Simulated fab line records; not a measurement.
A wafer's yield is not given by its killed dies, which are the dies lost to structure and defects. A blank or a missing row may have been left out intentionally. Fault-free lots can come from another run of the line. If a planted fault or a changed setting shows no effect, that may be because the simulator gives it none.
Which of the tools did it? :: flow gf180mcu :: Sampling: 24 lots, 72 wafers, 3 of 602 route steps

== WHAT THE GAUGES READ, wafer by wafer ==
GF_STI_BOW_MEAS_00.
lot: L074
measured: day 1 10:00
on: film_metro-02
INCOMING_BOW (um): -4 14 1

lot: L075
measured: day 1 15:00
on: film_metro-01
INCOMING_BOW (um): -7 -6 -7

lot: L076
measured: day 1 20:00
on: film_metro-02
INCOMING_BOW (um): 7 -7 -1

lot: L077
measured: day 2 01:04
on: film_metro-02
INCOMING_BOW (um): -4 4 1

lot: L078
measured: day 2 06:01
on: film_metro-04
INCOMING_BOW (um): -9 -2 -5

lot: L079
measured: day 2 11:00
on: film_metro-02
INCOMING_BOW (um): 7 -5 12

lot: L080
measured: day 2 16:02
on: film_metro-01
INCOMING_BOW (um): 4 -2 -1

lot: L081
measured: day 2 21:01
on: film_metro-04
INCOMING_BOW (um): 3 -7 2

lot: L082
measured: day 3 02:02
on: film_metro-02
INCOMING_BOW (um): -1 -9 9

lot: L083
measured: day 3 07:00
on: film_metro-02
INCOMING_BOW (um): -2 0 5

lot: L084
measured: day 3 12:00
on: film_metro-04
INCOMING_BOW (um): -7 0 1

lot: L085
measured: day 3 17:00
on: film_metro-01
INCOMING_BOW (um): 0 -1 -1

lot: L086
measured: day 3 22:02
on: film_metro-04
INCOMING_BOW (um): -6 4 -12

lot: L087
measured: day 4 03:04
on: film_metro-01
INCOMING_BOW (um): 4 1 0

lot: L088
measured: day 4 08:00
on: film_metro-02
INCOMING_BOW (um): 1 2 -15

lot: L089
measured: day 4 13:01
on: film_metro-01
INCOMING_BOW (um): -11 13 -11

lot: L090
measured: day 4 18:02
on: film_metro-04
INCOMING_BOW (um): 2 -6 -15

lot: L091
measured: day 4 23:00
on: film_metro-02
INCOMING_BOW (um): -3 -12 -5

lot: L092
measured: day 5 04:01
on: film_metro-04
INCOMING_BOW (um): -3 9 4

lot: L093
measured: day 5 09:02
on: film_metro-01
INCOMING_BOW (um): -4 -12 0

lot: L094
measured: day 5 14:00
on: film_metro-04
INCOMING_BOW (um): -5 1 1

lot: L095
measured: day 5 19:00
on: film_metro-01
INCOMING_BOW (um): -5 -1 1

lot: L096
measured: day 6 00:00
on: film_metro-04
INCOMING_BOW (um): -1 -4 -12

lot: L097
measured: day 6 05:00
on: film_metro-04
INCOMING_BOW (um): 3 -3 2

GF_M2_THK_MEAS_06: measures by xrf.
lot: L074
measured: day 18 06:17
on: film_metro-01
M2_ALCU_THK (nm): 448 440 456

lot: L075
measured: day 18 16:46
on: film_metro-01
M2_ALCU_THK (nm): 448 448 448

lot: L076
measured: day 18 20:59
on: film_metro-03
M2_ALCU_THK (nm): 451 448 450

lot: L077
measured: day 19 08:16
on: film_metro-04
M2_ALCU_THK (nm): 445 452 450

lot: L078
measured: day 20 00:20
on: film_metro-03
M2_ALCU_THK (nm): 450 444 450

lot: L079
measured: day 20 09:11
on: film_metro-03
M2_ALCU_THK (nm): 451 452 453

lot: L080
measured: day 20 16:22
on: film_metro-04
M2_ALCU_THK (nm): 457 459 457

lot: L081
measured: day 21 03:47
on: film_metro-03
M2_ALCU_THK (nm): 447 450 443

lot: L082
measured: day 21 12:10
on: film_metro-01
M2_ALCU_THK (nm): 446 442 447

lot: L083
measured: day 21 15:27
on: film_metro-04
M2_ALCU_THK (nm): 443 441 447

lot: L084
measured: day 22 03:43
on: film_metro-04
M2_ALCU_THK (nm): 437 448 440

lot: L085
measured: day 22 10:12
on: film_metro-04
M2_ALCU_THK (nm): 432 439 435

lot: L086
measured: day 22 15:52
on: film_metro-01
M2_ALCU_THK (nm): 441 436 436

lot: L087
measured: day 22 21:57
on: film_metro-01
M2_ALCU_THK (nm): 431 434 430

lot: L088
measured: day 23 11:43
on: film_metro-01
M2_ALCU_THK (nm): 442 441 442

lot: L089
measured: day 23 17:39
on: film_metro-04
M2_ALCU_THK (nm): 441 442 443

lot: L090
measured: day 23 23:19
on: film_metro-04
M2_ALCU_THK (nm): 439 443 445

lot: L091
measured: day 24 14:02
on: film_metro-04
M2_ALCU_THK (nm): 458 453 459

lot: L092
measured: day 24 14:54
on: film_metro-03
M2_ALCU_THK (nm): 447 445 448

lot: L093
measured: day 24 21:18
on: film_metro-04
M2_ALCU_THK (nm): 444 446 447

lot: L094
measured: day 25 08:14
on: film_metro-03
M2_ALCU_THK (nm): 442 444 439

lot: L095
measured: day 25 17:02
on: film_metro-04
M2_ALCU_THK (nm): 442 446 456

lot: L096
measured: day 25 22:45
on: film_metro-01
M2_ALCU_THK (nm): 438 447 442

lot: L097
measured: day 26 07:28
on: film_metro-03
M2_ALCU_THK (nm): 442 449 441

== TOOL THAT RAN EACH LOT (tool first, then ch and the chambers of the sampled wafers, then the start) ==
lot: L074
GF_V1_SPUTTER_22: pvd_sputter-04, day 18 05:19

lot: L075
GF_V1_SPUTTER_22: pvd_sputter-01, day 18 15:47

lot: L076
GF_V1_SPUTTER_22: pvd_sputter-04, day 18 20:01

lot: L077
GF_V1_SPUTTER_22: pvd_sputter-02, day 19 07:16

lot: L078
GF_V1_SPUTTER_22: pvd_sputter-04, day 19 23:04

lot: L079
GF_V1_SPUTTER_22: pvd_sputter-01, day 20 08:13

lot: L080
GF_V1_SPUTTER_22: pvd_sputter-02, day 20 15:22

lot: L081
GF_V1_SPUTTER_22: pvd_sputter-04, day 21 02:48

lot: L082
GF_V1_SPUTTER_22: pvd_sputter-02, day 21 11:10

lot: L083
GF_V1_SPUTTER_22: pvd_sputter-04, day 21 14:28

lot: L084
GF_V1_SPUTTER_22: pvd_sputter-04, day 22 02:45

lot: L085
GF_V1_SPUTTER_22: pvd_sputter-04, day 22 09:14

lot: L086
GF_V1_SPUTTER_22: pvd_sputter-02, day 22 14:52

lot: L087
GF_V1_SPUTTER_22: pvd_sputter-04, day 22 20:57

lot: L088
GF_V1_SPUTTER_22: pvd_sputter-01, day 23 10:45

lot: L089
GF_V1_SPUTTER_22: pvd_sputter-01, day 23 16:40

lot: L090
GF_V1_SPUTTER_22: pvd_sputter-02, day 23 22:20

lot: L091
GF_V1_SPUTTER_22: pvd_sputter-02, day 24 13:04

lot: L092
GF_V1_SPUTTER_22: pvd_sputter-04, day 24 13:55

lot: L093
GF_V1_SPUTTER_22: pvd_sputter-01, day 24 20:18

lot: L094
GF_V1_SPUTTER_22: pvd_sputter-04, day 25 07:15

lot: L095
GF_V1_SPUTTER_22: pvd_sputter-02, day 25 15:52

lot: L096
GF_V1_SPUTTER_22: pvd_sputter-04, day 25 21:47

lot: L097
GF_V1_SPUTTER_22: pvd_sputter-04, day 26 06:28
- GF_V1_SPUTTER_22: material TiN, target thk 10 nm, time 40 s.

== WHAT THE TOOLS THEMSELVES READ (means of the sampled wafers that have a number; where no wafer has one, the mark that the record gives instead) ==
GF_V1_SPUTTER_22.
lot: L074
tool: pvd_sputter-04
throttle_valve_pct (%): 30.9

lot: L075
tool: pvd_sputter-01
throttle_valve_pct (%): 30.7

lot: L076
tool: pvd_sputter-04
throttle_valve_pct (%): 29.9

lot: L077
tool: pvd_sputter-02
throttle_valve_pct (%): 30.4

lot: L078
tool: pvd_sputter-04
throttle_valve_pct (%): 30.4

lot: L079
tool: pvd_sputter-01
throttle_valve_pct (%): 30.0

lot: L080
tool: pvd_sputter-02
throttle_valve_pct (%): 29.1

lot: L081
tool: pvd_sputter-04
throttle_valve_pct (%): 30.9

lot: L082
tool: pvd_sputter-02
throttle_valve_pct (%): 29.3

lot: L083
tool: pvd_sputter-04
throttle_valve_pct (%): 30.8

lot: L084
tool: pvd_sputter-04
throttle_valve_pct (%): 31.0

lot: L085
tool: pvd_sputter-04
throttle_valve_pct (%): 30.4

lot: L086
tool: pvd_sputter-02
throttle_valve_pct (%): 29.0

lot: L087
tool: pvd_sputter-04
throttle_valve_pct (%): 30.9

lot: L088
tool: pvd_sputter-01
throttle_valve_pct (%): 29.9

lot: L089
tool: pvd_sputter-01
throttle_valve_pct (%): 29.2

lot: L090
tool: pvd_sputter-02
throttle_valve_pct (%): 29.7

lot: L091
tool: pvd_sputter-02
throttle_valve_pct (%): 29.9

lot: L092
tool: pvd_sputter-04
throttle_valve_pct (%): 30.4

lot: L093
tool: pvd_sputter-01
throttle_valve_pct (%): 29.5

lot: L094
tool: pvd_sputter-04
throttle_valve_pct (%): 30.4

lot: L095
tool: pvd_sputter-02
throttle_valve_pct (%): 29.8

lot: L096
tool: pvd_sputter-04
throttle_valve_pct (%): 30.0

lot: L097
tool: pvd_sputter-04
throttle_valve_pct (%): 30.8

== THE ANSWER, worked out from the rows above alone ==
Rule: what is usual is taken from the lots themselves. Put in order of their means at a reading, lots are off if they are a third of the lots or fewer, leave a main group of 4 or more, and stand apart from it by a gap of 3 or more times the standard deviation of the main group's means; of several such gaps the widest counts. A main group whose means are all the same, to the digits that the tables above print for the reading, isn't used. Also off: a lot with no number at a reading for which 4 or more lots have one. Any other lot the step has rows for is counted as sound. After the gauges, taken in route order, come the tools' own readings; for these a lot's mean is taken, as printed above. The first step at which some lot is off is used, and at that step the reading that is off furthest; a lot without a number counts as furthest.
No lot is off on any of the readings shown, so nothing can be concluded from this.

== WHAT THE SIMULATOR HAD PUT IN ==
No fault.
